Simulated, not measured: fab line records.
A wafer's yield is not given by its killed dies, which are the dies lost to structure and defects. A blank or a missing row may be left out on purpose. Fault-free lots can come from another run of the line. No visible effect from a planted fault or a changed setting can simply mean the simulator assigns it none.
fab line records	flow sky130
[record] lots = 24	wafers = 72	last_day = 50
route steps=708 shown VIA2@510 METAL3@533 CAPM@541
lots that met no fault: taken from a fault-free run of the same line
start_h: hours from the record's opening day to when the first of the lot's shown wafers began	wait_h: hours elapsed since this lot's preceding step	" as in the row above	L1.1+2: one row covering several wafers at once	- no value present, or no start provided	* or withheld: withheld	< > ~ a bound
route shown NAME@n: names a module that has steps shown in the file, with the first one's number in the route	usual: mean and standard deviation over wafers with no fault	same: alike in all rows	chamber/n: place in a boat	sites: readings site by site	_std_site: standard deviation across them	_edge_site: the outer-site mean with the inner-site mean subtracted	radius_mm: for every site, how far away it sits from the centre of the wafer	mask NAME#n: copy n	behind: the tool/chamber that last shaped the wafer	hold: the reason the lot was held/the length of the hold in hours/how it ended	device: whichever transistor did not switch (one of n, p or np)	end of line: at the end of the route, the tests of the same wafers	for a step that has no rows: nothing shown but its recipe	killed: the dies lost at the first sort to structure and to defects; this is not the yield of the wafer	map: a wafer's dies, x killed, . not, _ none there
set.NAME: the setting the step ran with; set.NAME@STEP: the setting that earlier step ran with	model.NAME: the simulator's own value behind a step, which no gauge read
one table for each step of the route and one row for each wafer, over a sample of lots
services: a tool's chamber out of use, with start hour (start_h, from the record's first day; less than 0 if before it), hours out, and reason
[[steps]]
[step SKY_VIA2_BOW_MEAS_03]
[recipe] mode = bow
[usual] VIA2_BOW = 84/6.5
lot.wafer	tool	chamber	start_h	wait_h	VIA2_BOW[um]
L074.2	film_metro-01	-	831.34	0.3	83
L074.3	"	-	"	"	89
L074.4	"	-	"	"	72
L075.2	film_metro-01	-	832.51	0.2	86
L075.3	"	-	"	"	76
L075.4	"	-	"	"	76
L076.1	film_metro-04	-	844.64	0.2	75
L076.4	"	-	"	"	86
L076.5	"	-	"	"	87
L077.1	film_metro-03	-	861.54	0.2	82
L077.4	"	-	"	"	78
L077.6	"	-	"	"	93
L079.1	film_metro-01	-	870.65	0.2	70
L079.2	"	-	"	"	80
L079.6	"	-	"	"	74
L078.1	film_metro-01	-	871.53	0.1	95
L078.3	"	-	"	"	83
L078.6	"	-	"	"	87
L080.3	film_metro-03	-	871.70	0.2	79
L080.5	"	-	"	"	75
L080.6	"	-	"	"	81
L081.2	film_metro-01	-	899.30	0.2	83
L081.5	"	-	"	"	71
L081.6	"	-	"	"	72
L083.1	film_metro-04	-	904.42	0.1	82
L083.2	"	-	"	"	90
L083.5	"	-	"	"	88
L082.1	film_metro-04	-	908.59	0.1	79
L082.2	"	-	"	"	98
L082.3	"	-	"	"	77
L084.1	film_metro-01	-	912.81	0.1	90
L084.2	"	-	"	"	79
L084.3	"	-	"	"	81
L085.1	film_metro-04	-	924.02	0.1	83
L085.3	"	-	"	"	77
L085.4	"	-	"	"	88
L086.1	film_metro-04	-	930.19	0.1	79
L086.3	"	-	"	"	77
L086.6	"	-	"	"	77
L088.1	film_metro-04	-	946.06	0.2	89
L088.3	"	-	"	"	93
L088.6	"	-	"	"	80
L087.2	film_metro-04	-	947.50	0.3	87
L087.4	"	-	"	"	95
L087.6	"	-	"	"	87
L090.4	film_metro-04	-	949.24	0.3	90
L090.5	"	-	"	"	90
L090.6	"	-	"	"	82
L089.1	film_metro-04	-	950.01	0.1	106
L089.3	"	-	"	"	81
L089.6	"	-	"	"	86
L091.3	film_metro-01	-	954.70	0.3	93
L091.4	"	-	"	"	84
L091.5	"	-	"	"	88
L092.1	film_metro-04	-	957.97	0.2	89
L092.4	"	-	"	"	93
L092.5	"	-	"	"	91
L093.3	film_metro-01	-	970.96	0.1	85
L093.4	"	-	"	"	82
L093.5	"	-	"	"	76
L094.3	film_metro-04	-	973.01	0.3	74
L094.4	"	-	"	"	95
L094.6	"	-	"	"	85
L095.1	film_metro-04	-	977.81	0.2	81
L095.5	"	-	"	"	91
L095.6	"	-	"	"	90
L096.2	film_metro-01	-	987.39	0.2	83
L096.3	"	-	"	"	83
L096.5	"	-	"	"	80
L097.1	film_metro-01	-	990.54	0.1	78
L097.5	"	-	"	"	90
L097.6	"	-	"	"	79
[step SKY_VIA2_ETCH_14]
[recipe] chemistry = N2/H2	target = BARC	ion_energy_ev = 200	source_w = 500	bias_w = 100	pressure_mtorr = 30	n2_flow_sccm = 100	h2_flow_sccm = 200	stop_on = SiO2	time_s = 45.9	target_depth_a = 600
[usual] bias_w = 99.99/0.28	drypump_motor_current_A = 5.6/0.52	oes_product_au = 0.853/0.0053	rf_fwd_power_W = 494.6/2.1	throttle_valve_pct = 13.223/0.0098
lot.wafer	tool	chamber	start_h	wait_h	bias_w	drypump_motor_current_A	oes_product_au	rf_fwd_power_W	rf_hours_counter_h	throttle_valve_pct
L074.2	rie_diel-03	3	857.92	0.0	100.06	6.0	0.845	492.7	24	13.227
L074.3	"	0	"	"	100.01	6.0	0.842	491.4	8	13.208
L074.4	"	1	"	"	100.09	4.8	0.856	498.6	19	13.216
L075.2	rie_diel-01	0	859.57	0.0	100.20	6.5	0.850	492.1	13	13.232
L075.3	"	3	"	"	100.37	4.8	0.847	495.9	2	13.222
L075.4	"	1	"	"	100.12	6.2	0.848	493.9	16	13.222
L076.1	rie_diel-04	2	871.77	0.0	99.88	5.5	0.843	498.1	4	13.217
L076.4	"	1	"	"	99.30	5.7	0.855	495.5	-	13.225
L076.5	"	0	"	"	100.01	5.4	0.851	492.3	-	13.203
L077.1	rie_diel-03	0	887.59	0.0	100.04	6.0	0.852	490.8	9	13.216
L077.4	"	2	"	"	100.13	6.3	0.853	493.9	20	13.231
L077.6	"	1	"	"	99.72	4.9	0.846	495.0	-	13.223
L079.1	rie_diel-04	1	896.62	0.0	100.22	5.6	0.856	497.1	5	13.219
L079.2	"	0	"	"	100.12	5.3	0.855	496.0	3	13.214
L079.6	"	0	"	"	100.28	5.3	0.855	495.2	-	13.218
L078.1	rie_diel-01	3	897.27	0.0	100.15	4.8	0.853	497.1	4	13.225
L078.3	"	2	"	"	99.79	5.5	0.860	495.5	20	13.221
L078.6	"	0	"	"	100.09	6.5	0.856	494.9	-	13.236
L080.3	rie_diel-04	2	897.77	0.0	100.10	5.5	0.864	498.3	4	13.213
L080.5	"	0	"	"	100.00	5.3	0.849	496.9	-	13.240
L080.6	"	3	"	"	99.66	5.0	0.848	495.4	-	13.211
L081.2	rie_diel-03	0	924.02	0.0	100.08	6.0	0.851	489.9	11	13.233
L081.5	"	3	"	"	99.53	5.9	0.858	491.3	-	13.246
L081.6	"	0	"	"	99.57	6.0	0.854	491.8	-	13.234
L083.1	rie_diel-04	2	929.87	0.0	100.05	5.5	0.860	498.3	5	13.219
L083.2	"	3	"	"	100.02	5.0	0.861	497.5	9	13.218
L083.5	"	2	"	"	99.80	5.5	0.855	496.4	-	13.231
L082.1	rie_diel-04	3	934.02	0.0	99.57	5.0	0.853	493.3	9	13.225
L082.2	"	1	"	"	99.85	5.7	0.844	493.5	6	13.222
L082.3	"	2	"	"	100.26	5.5	0.850	498.7	5	13.251
L084.1	rie_diel-01	2	938.05	0.0	100.01	5.5	0.851	494.5	22	13.201
L084.2	"	1	"	"	100.23	6.3	0.852	494.1	18	13.243
L084.3	"	0	"	"	100.26	6.5	0.851	494.5	16	13.214
L085.1	rie_diel-03	1	948.52	0.0	99.82	4.8	0.849	497.0	22	13.220
L085.3	"	3	"	"	100.01	5.9	0.850	493.0	1	13.214
L085.4	"	2	"	"	100.22	6.4	0.851	494.1	22	13.225
L086.1	rie_diel-04	2	954.10	0.0	100.18	5.5	0.860	497.0	6	13.222
L086.3	"	1	"	"	100.04	5.7	0.858	491.4	6	13.220
L086.6	"	2	"	"	99.86	5.5	0.854	499.4	-	13.228
L088.1	rie_diel-04	1	970.77	0.0	100.06	5.6	0.852	495.8	6	13.234
L088.3	"	3	"	"	99.81	5.0	0.852	494.6	10	13.232
L088.6	"	1	"	"	99.45	5.6	0.855	494.9	-	13.213
L087.2	rie_diel-03	0	971.73	0.0	100.15	6.0	0.854	491.7	12	13.223
L087.4	"	3	"	"	100.20	6.0	0.844	492.0	1	13.226
L087.6	"	0	"	"	100.22	6.0	0.849	491.7	-	13.220
L090.4	rie_diel-04	1	973.32	0.0	100.02	5.6	0.856	495.7	7	13.227
L090.5	"	0	"	"	100.38	5.4	0.845	494.6	-	13.226
L090.6	"	1	"	"	100.06	5.7	0.847	496.0	-	13.226
L089.1	rie_diel-01	2	974.92	0.0	100.46	5.5	0.861	492.2	23	13.220
L089.3	"	0	"	"	100.10	6.5	0.852	495.3	17	13.217
L089.6	"	2	"	"	99.48	5.5	0.855	491.2	-	13.217
L091.3	rie_diel-03	3	979.02	0.0	99.86	5.9	0.853	492.1	1	13.226
L091.4	"	2	"	"	100.43	6.4	0.848	492.5	22	13.218
L091.5	"	2	"	"	100.24	6.4	0.851	492.4	-	13.226
L092.1	rie_diel-01	3	982.70	0.0	99.95	4.8	0.854	497.7	6	13.227
L092.4	"	1	"	"	99.89	6.3	0.855	493.7	20	13.225
L092.5	"	1	"	"	99.45	6.3	0.856	492.8	-	13.227
L093.3	rie_diel-04	3	995.32	0.0	99.60	5.0	0.857	492.9	10	13.208
L093.4	"	0	"	"	100.73	5.3	0.859	492.9	6	13.227
L093.5	"	1	"	"	100.42	5.6	0.857	495.1	-	13.228
L094.3	rie_diel-04	2	996.47	0.0	100.08	5.5	0.847	496.6	6	13.223
L094.4	"	3	"	"	100.11	5.0	0.852	495.1	10	13.221
L094.6	"	0	"	"	99.79	5.3	0.852	493.7	-	13.213
L095.1	rie_diel-01	2	1001.67	0.0	99.98	5.5	0.849	494.0	24	13.215
L095.5	"	2	"	"	100.14	5.5	0.848	494.6	-	13.220
L095.6	"	1	"	"	99.97	6.2	0.858	492.2	-	13.219
L096.2	rie_diel-03	2	1010.87	0.0	99.68	6.3	0.857	493.3	24	13.225
L096.3	"	0	"	"	100.28	6.1	0.849	492.5	13	13.214
L096.5	"	0	"	"	100.33	6.0	0.851	491.1	-	13.242
L097.1	rie_diel-04	3	1013.82	0.0	99.66	5.0	0.855	492.7	10	13.213
L097.5	"	3	"	"	99.88	5.0	0.855	495.3	-	13.232
L097.6	"	2	"	"	100.47	5.4	0.855	495.4	-	13.241
[step SKY_METAL3_SPUTTER_01]
[recipe] material = TiN	target_thk_nm = 20	power_w = 6500	time_s = 16.7	chamber_pressure_pa = 0.4
[usual] throttle_valve_pct = 29.6/1
lot.wafer	tool	chamber	start_h	wait_h	throttle_valve_pct
L074.2	pvd_sputter-02	-	860.81	0.0	28.9
L074.3	"	-	"	"	29.1
L074.4	"	-	"	"	30.1
L075.2	pvd_sputter-04	-	861.02	0.0	29.7
L075.3	"	-	"	"	32.3
L075.4	"	-	"	"	29.7
L076.1	pvd_sputter-03	-	873.18	0.0	29.2
L076.4	"	-	"	"	28.8
L076.5	"	-	"	"	29.6
L077.1	pvd_sputter-03	-	888.99	0.0	30.8
L077.4	"	-	"	"	28.8
L077.6	"	-	"	"	29.7
L079.1	pvd_sputter-03	-	898.01	0.0	29.1
L079.2	"	-	"	"	29.6
L079.6	"	-	"	"	29.6
L078.1	pvd_sputter-03	-	898.66	0.0	29.5
L078.3	"	-	"	"	28.9
L078.6	"	-	"	"	28.7
L080.3	pvd_sputter-02	-	899.17	0.0	28.0
L080.5	"	-	"	"	30.1
L080.6	"	-	"	"	29.2
L081.2	pvd_sputter-02	-	925.41	0.0	29.9
L081.5	"	-	"	"	28.0
L081.6	"	-	"	"	29.9
L083.1	pvd_sputter-03	-	931.26	0.0	28.9
L083.2	"	-	"	"	28.9
L083.5	"	-	"	"	29.1
L082.1	pvd_sputter-03	-	935.41	0.0	29.2
L082.2	"	-	"	"	28.7
L082.3	"	-	"	"	30.5
L084.1	pvd_sputter-03	-	939.57	0.0	28.6
L084.2	"	-	"	"	29.0
L084.3	"	-	"	"	30.8
L085.1	pvd_sputter-04	-	949.92	0.0	29.9
L085.3	"	-	"	"	32.7
L085.4	"	-	"	"	29.5
L086.1	pvd_sputter-03	-	955.62	0.0	30.8
L086.3	"	-	"	"	28.5
L086.6	"	-	"	"	29.0
L088.1	pvd_sputter-04	-	972.17	0.0	29.5
L088.3	"	-	"	"	29.6
L088.6	"	-	"	"	29.4
L087.2	pvd_sputter-04	-	973.17	0.0	32.3
L087.4	"	-	"	"	29.3
L087.6	"	-	"	"	29.6
L090.4	pvd_sputter-02	-	974.89	0.0	28.8
L090.5	"	-	"	"	30.0
L090.6	"	-	"	"	27.7
L089.1	pvd_sputter-02	-	976.31	0.0	28.9
L089.3	"	-	"	"	27.8
L089.6	"	-	"	"	30.0
L091.3	pvd_sputter-02	-	980.41	0.0	28.9
L091.4	"	-	"	"	27.7
L091.5	"	-	"	"	29.8
L092.1	pvd_sputter-04	-	984.09	0.0	29.4
L092.4	"	-	"	"	29.3
L092.5	"	-	"	"	29.4
L093.3	pvd_sputter-04	-	996.71	0.0	29.6
L093.4	"	-	"	"	32.4
L093.5	"	-	"	"	29.3
L094.3	pvd_sputter-03	-	997.86	0.0	29.3
L094.4	"	-	"	"	30.7
L094.6	"	-	"	"	28.9
L095.1	pvd_sputter-03	-	1003.06	0.0	28.7
L095.5	"	-	"	"	30.5
L095.6	"	-	"	"	28.9
L096.2	pvd_sputter-02	-	1012.26	0.0	30.3
L096.3	"	-	"	"	27.8
L096.5	"	-	"	"	29.9
L097.1	pvd_sputter-02	-	1015.21	0.0	30.1
L097.5	"	-	"	"	30.2
L097.6	"	-	"	"	29.0
[step SKY_METAL3_SPUTTER_03]
[recipe] material = Ti	target_thk_nm = 5	power_w = 3000	time_s = 3.3	chamber_pressure_pa = 0.4
[usual] throttle_valve_pct = 29.5/1
lot.wafer	tool	chamber	start_h	wait_h	throttle_valve_pct
L074.2	pvd_sputter-02	-	860.88	0.0	28.9
L074.3	"	-	"	"	29.0
L074.4	"	-	"	"	29.7
L075.2	pvd_sputter-04	-	861.08	0.0	29.6
L075.3	"	-	"	"	32.3
L075.4	"	-	"	"	29.3
L076.1	pvd_sputter-03	-	873.24	0.0	29.1
L076.4	"	-	"	"	28.7
L076.5	"	-	"	"	29.4
L077.1	pvd_sputter-03	-	889.05	0.0	30.6
L077.4	"	-	"	"	28.5
L077.6	"	-	"	"	29.5
L079.1	pvd_sputter-03	-	898.08	0.0	29.2
L079.2	"	-	"	"	29.6
L079.6	"	-	"	"	29.7
L078.1	pvd_sputter-03	-	898.73	0.0	29.3
L078.3	"	-	"	"	29.4
L078.6	"	-	"	"	28.5
L080.3	pvd_sputter-02	-	899.24	0.0	28.1
L080.5	"	-	"	"	30.1
L080.6	"	-	"	"	28.8
L081.2	pvd_sputter-02	-	925.48	0.0	29.8
L081.5	"	-	"	"	27.8
L081.6	"	-	"	"	29.7
L083.1	pvd_sputter-03	-	931.33	0.0	28.8
L083.2	"	-	"	"	28.7
L083.5	"	-	"	"	29.3
L082.1	pvd_sputter-03	-	935.48	0.0	29.1
L082.2	"	-	"	"	28.8
L082.3	"	-	"	"	30.6
L084.1	pvd_sputter-03	-	939.63	0.0	28.8
L084.2	"	-	"	"	29.2
L084.3	"	-	"	"	30.8
L085.1	pvd_sputter-04	-	949.98	0.0	30.1
L085.3	"	-	"	"	31.7
L085.4	"	-	"	"	29.6
L086.1	pvd_sputter-03	-	955.69	0.0	30.6
L086.3	"	-	"	"	29.1
L086.6	"	-	"	"	28.6
L088.1	pvd_sputter-04	-	972.23	0.0	29.1
L088.3	"	-	"	"	29.8
L088.6	"	-	"	"	29.4
L087.2	pvd_sputter-04	-	973.23	0.0	32.4
L087.4	"	-	"	"	29.5
L087.6	"	-	"	"	29.6
L090.4	pvd_sputter-02	-	974.96	0.0	28.8
L090.5	"	-	"	"	30.1
L090.6	"	-	"	"	27.8
L089.1	pvd_sputter-02	-	976.38	0.0	29.0
L089.3	"	-	"	"	27.7
L089.6	"	-	"	"	30.1
L091.3	pvd_sputter-02	-	980.48	0.0	29.3
L091.4	"	-	"	"	27.7
L091.5	"	-	"	"	30.1
L092.1	pvd_sputter-04	-	984.16	0.0	29.4
L092.4	"	-	"	"	29.3
L092.5	"	-	"	"	29.4
L093.3	pvd_sputter-04	-	996.78	0.0	29.2
L093.4	"	-	"	"	32.3
L093.5	"	-	"	"	29.4
L094.3	pvd_sputter-03	-	997.93	0.0	29.1
L094.4	"	-	"	"	30.7
L094.6	"	-	"	"	29.0
L095.1	pvd_sputter-03	-	1003.13	0.0	28.6
L095.5	"	-	"	"	30.6
L095.6	"	-	"	"	28.6
L096.2	pvd_sputter-02	-	1012.33	0.0	30.0
L096.3	"	-	"	"	27.6
L096.5	"	-	"	"	29.9
L097.1	pvd_sputter-02	-	1015.28	0.0	29.7
L097.5	"	-	"	"	30.1
L097.6	"	-	"	"	28.8
[step SKY_CAPM_THK_MEAS_04]
[recipe] thk_meas_gauge = xrf	reads = TiN_of_CAPM_SPUTTER_02
[usual] CAPM_TIN_THK = 195.7/2.6
lot.wafer	tool	chamber	start_h	wait_h	CAPM_TIN_THK[nm]
L074.2	film_metro-01	-	861.27	0.1	195.3
L074.3	"	-	"	"	192.8
L074.4	"	-	"	"	194.1
L075.2	film_metro-02	-	861.62	0.1	194.1
L075.3	"	-	"	"	195.6
L075.4	"	-	"	"	196.1
L076.1	film_metro-04	-	873.62	0.1	198.9
L076.4	"	-	"	"	197.2
L076.5	"	-	"	"	197.8
L077.1	film_metro-02	-	889.44	0.1	195.3
L077.4	"	-	"	"	195.3
L077.6	"	-	"	"	194.6
L079.1	film_metro-04	-	898.47	0.1	199.7
L079.2	"	-	"	"	198.1
L079.6	"	-	"	"	199.0
L078.1	film_metro-02	-	899.11	0.1	194.0
L078.3	"	-	"	"	192.6
L078.6	"	-	"	"	193.7
L080.3	film_metro-02	-	899.65	0.1	194.0
L080.5	"	-	"	"	194.9
L080.6	"	-	"	"	193.7
L081.2	film_metro-04	-	925.87	0.1	197.6
L081.5	"	-	"	"	199.4
L081.6	"	-	"	"	197.1
L083.1	film_metro-01	-	931.71	0.1	198.1
L083.2	"	-	"	"	200.7
L083.5	"	-	"	"	200.8
L082.1	film_metro-02	-	935.86	0.1	189.3
L082.2	"	-	"	"	192.5
L082.3	"	-	"	"	191.5
L084.1	film_metro-01	-	940.01	0.1	196.6
L084.2	"	-	"	"	194.3
L084.3	"	-	"	"	197.2
L085.1	film_metro-01	-	950.39	0.1	194.1
L085.3	"	-	"	"	192.8
L085.4	"	-	"	"	193.0
L086.1	film_metro-04	-	956.07	0.1	199.4
L086.3	"	-	"	"	200.5
L086.6	"	-	"	"	199.5
L088.1	film_metro-04	-	972.61	0.1	194.4
L088.3	"	-	"	"	195.7
L088.6	"	-	"	"	195.8
L087.2	film_metro-02	-	973.62	0.1	194.5
L087.4	"	-	"	"	194.1
L087.6	"	-	"	"	194.3
L090.4	film_metro-04	-	975.37	0.1	195.0
L090.5	"	-	"	"	194.9
L090.6	"	-	"	"	193.2
L089.1	film_metro-01	-	976.76	0.1	200.5
L089.3	"	-	"	"	199.2
L089.6	"	-	"	"	199.9
L091.3	film_metro-02	-	980.88	0.1	191.6
L091.4	"	-	"	"	192.9
L091.5	"	-	"	"	192.0
L092.1	film_metro-02	-	984.54	0.1	198.9
L092.4	"	-	"	"	197.2
L092.5	"	-	"	"	196.1
L093.3	film_metro-02	-	997.19	0.1	198.2
L093.4	"	-	"	"	196.1
L093.5	"	-	"	"	198.4
L094.3	film_metro-02	-	998.33	0.1	194.5
L094.4	"	-	"	"	191.9
L094.6	"	-	"	"	192.1
L095.1	film_metro-01	-	1003.51	0.1	193.8
L095.5	"	-	"	"	193.4
L095.6	"	-	"	"	193.3
L096.2	film_metro-01	-	1012.72	0.1	195.0
L096.3	"	-	"	"	198.2
L096.5	"	-	"	"	198.1
L097.1	film_metro-01	-	1015.66	0.1	192.3
L097.5	"	-	"	"	193.7
L097.6	"	-	"	"	194.7
[step SKY_METAL3_CD_MEAS_13]
[recipe] target_cd_nm = 300
[usual] cd_nm = 299.9/1.2
lot.wafer	tool	chamber	start_h	wait_h	cd_nm
L074.2	cd_sem-02	-	912.89	-	298.8
L074.3	"	-	"	"	299.2
L074.4	"	-	"	"	299.1
L075.2	cd_sem-01	-	913.46	-	300.0
L075.3	"	-	"	"	300.2
L075.4	"	-	"	"	298.5
L076.1	cd_sem-01	-	923.79	-	301.3
L076.4	"	-	"	"	300.9
L076.5	"	-	"	"	299.7
L077.1	cd_sem-01	-	939.84	-	300.0
L077.4	"	-	"	"	301.0
L077.6	"	-	"	"	301.0
L079.1	cd_sem-02	-	948.72	-	297.8
L079.2	"	-	"	"	298.7
L079.6	"	-	"	"	297.4
L078.1	cd_sem-01	-	948.94	-	300.7
L078.3	"	-	"	"	301.0
L078.6	"	-	"	"	300.2
L080.3	cd_sem-01	-	949.93	-	301.6
L080.5	"	-	"	"	301.3
L080.6	"	-	"	"	299.5
L081.2	cd_sem-02	-	975.41	-	299.5
L081.5	"	-	"	"	299.7
L081.6	"	-	"	"	298.9
L083.1	cd_sem-02	-	981.29	-	302.1
L083.2	"	-	"	"	298.7
L083.5	"	-	"	"	301.9
L082.1	cd_sem-02	-	984.62	-	299.1
L082.2	"	-	"	"	298.6
L082.3	"	-	"	"	298.9
L084.1	cd_sem-01	-	987.34	-	299.1
L084.2	"	-	"	"	298.3
L084.3	"	-	"	"	299.2
L085.1	cd_sem-02	-	997.87	-	302.1
L085.3	"	-	"	"	300.4
L085.4	"	-	"	"	300.9
L086.1	cd_sem-02	-	1004.42	-	299.2
L086.3	"	-	"	"	299.5
L086.6	"	-	"	"	297.8
L088.1	cd_sem-02	-	1019.99	-	299.1
L088.3	"	-	"	"	300.1
L088.6	"	-	"	"	298.8
L087.2	cd_sem-01	-	1021.64	-	300.1
L087.4	"	-	"	"	299.8
L087.6	"	-	"	"	300.0
L090.4	cd_sem-01	-	1022.50	-	299.0
L090.5	"	-	"	"	299.8
L090.6	"	-	"	"	298.7
L089.1	cd_sem-02	-	1023.32	-	299.4
L089.3	"	-	"	"	299.3
L089.6	"	-	"	"	299.1
L091.3	cd_sem-02	-	1028.16	-	301.6
L091.4	"	-	"	"	301.6
L091.5	"	-	"	"	301.8
L092.1	cd_sem-02	-	1031.59	-	300.9
L092.4	"	-	"	"	301.8
L092.5	"	-	"	"	302.2
L093.3	cd_sem-02	-	1042.43	-	300.1
L093.4	"	-	"	"	301.3
L093.5	"	-	"	"	301.5
L094.3	cd_sem-01	-	1044.63	-	302.4
L094.4	"	-	"	"	300.5
L094.6	"	-	"	"	302.2
L095.1	cd_sem-02	-	1050.14	-	298.1
L095.5	"	-	"	"	299.9
L095.6	"	-	"	"	299.0
L096.2	cd_sem-02	-	1057.39	-	300.8
L096.3	"	-	"	"	300.0
L096.5	"	-	"	"	299.0
L097.1	cd_sem-01	-	1060.19	-	299.5
L097.5	"	-	"	"	299.4
L097.6	"	-	"	"	299.1
[[services]]
tool	chamber	start_h	hours	kind
rie_diel-04	-	834.95	2.8	pm
rie_diel-03	2	844.79	3.5	repair
pvd_sputter-02	-	849.72	0.6	repair
pvd_sputter-02	-	857.54	1.0	repair
rie_diel-04	3	865.53	6.7	repair
rie_diel-04	2	898.06	4.4	repair
rie_diel-03	1	909.36	4.9	repair
rie_diel-01	3	919.41	3.8	repair
rie_diel-03	-	926.90	1.0	repair
rie_diel-03	-	928.06	15.6	pm
pvd_sputter-04	-	956.48	3.4	repair
pvd_sputter-03	1	967.23	-	consumable_replace:kit
pvd_sputter-03	1	967.23	18.0	scheduled_down
pvd_sputter-02	-	968.61	0.7	repair
rie_diel-04	-	980.70	9.6	repair
rie_diel-04	1	982.67	11.7	repair
pvd_sputter-02	-	982.93	3.2	repair
pvd_sputter-02	-	984.59	14.8	repair
rie_diel-03	3	990.42	9.5	repair
rie_diel-01	1	991.42	3.8	repair
rie_diel-04	3	997.10	5.6	repair
pvd_sputter-02	-	998.39	8.0	repair
rie_diel-01	3	1000.42	3.1	repair
rie_diel-03	3	1009.25	9.9	repair
[[key]]
fault none
